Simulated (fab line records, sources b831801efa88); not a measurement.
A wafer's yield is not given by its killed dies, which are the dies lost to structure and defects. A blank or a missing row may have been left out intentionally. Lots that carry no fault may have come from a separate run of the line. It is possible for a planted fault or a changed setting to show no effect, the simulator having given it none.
Matching of chambers | flow gf180mcu | GF_SAB_CVD_00 on pecvd-04 has 3 sister chambers
The step deposits SiO2 from TEOS, target thk 50 nm, time 4.9302 s. 14 wafers are shown with their chamber, then 7 later ones without.

== WAFERS PAIRED WITH THEIR CHAMBERS ==
wafer  | chamber | heater-power-w (W)
L193.1 | 0       | 541
L193.3 | 1       | 628
L193.5 | 1       | 627
L202.2 | 0       | 637
L202.3 | 1       | 594
L202.6 | 2       | 727
L203.1 | 2       | 725
L203.3 | 0       | 572
L203.6 | 2       | 739
L208.1 | 0       | 548
L208.3 | 1       | 514
L208.4 | 2       | 738
L211.1 | 0       | 561
L211.4 | 2       | 768

SIGNATURES (means of the wafers above)
reading        | chamber 0 | chamber 1 | chamber 2 | scatter within a chamber
heater-power-w | 571.80    | 590.75    | 739.40    | 37.7
Rule: for each reading, subtract the chamber's mean from the wafer's reading, divide by that reading's scatter and square the result; add these up over the readings and take the root, which gives the wafer's distance from the chamber. The wafer belongs to the nearest chamber; if the next one is less than 2 further off, it can't be placed. The scatter is the square root of a quotient: the sum, over the shown wafers, of each reading's squared deviation from its chamber's mean, divided by wafers minus chambers.

== WAFERS WITH NO CHAMBER GIVEN ==
wafer  | heater-power-w (W)
L211.6 | 636
L212.3 | 573
L212.4 | 535
L212.6 | 731
L213.1 | 659
L213.5 | 660
L213.6 | 642

== EACH ONE'S CHAMBER ==
wafer  | from the rows above          | in truth
L211.6 | can't be placed: 1 or 0 or 2 | 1
L212.3 | can't be placed: 0 or 1      | 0
L212.4 | can't be placed: 0 or 1      | 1
L212.6 | 2                            | 2
L213.1 | can't be placed: 1 or 2 or 0 | 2
L213.5 | can't be placed: 1 or 2 or 0 | 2
L213.6 | can't be placed: 1 or 0 or 2 | 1
Placed correctly: 1 of 7. Can't be placed from these rows: 6 (the true chamber is among the candidates in 6). 0 placed wrongly.
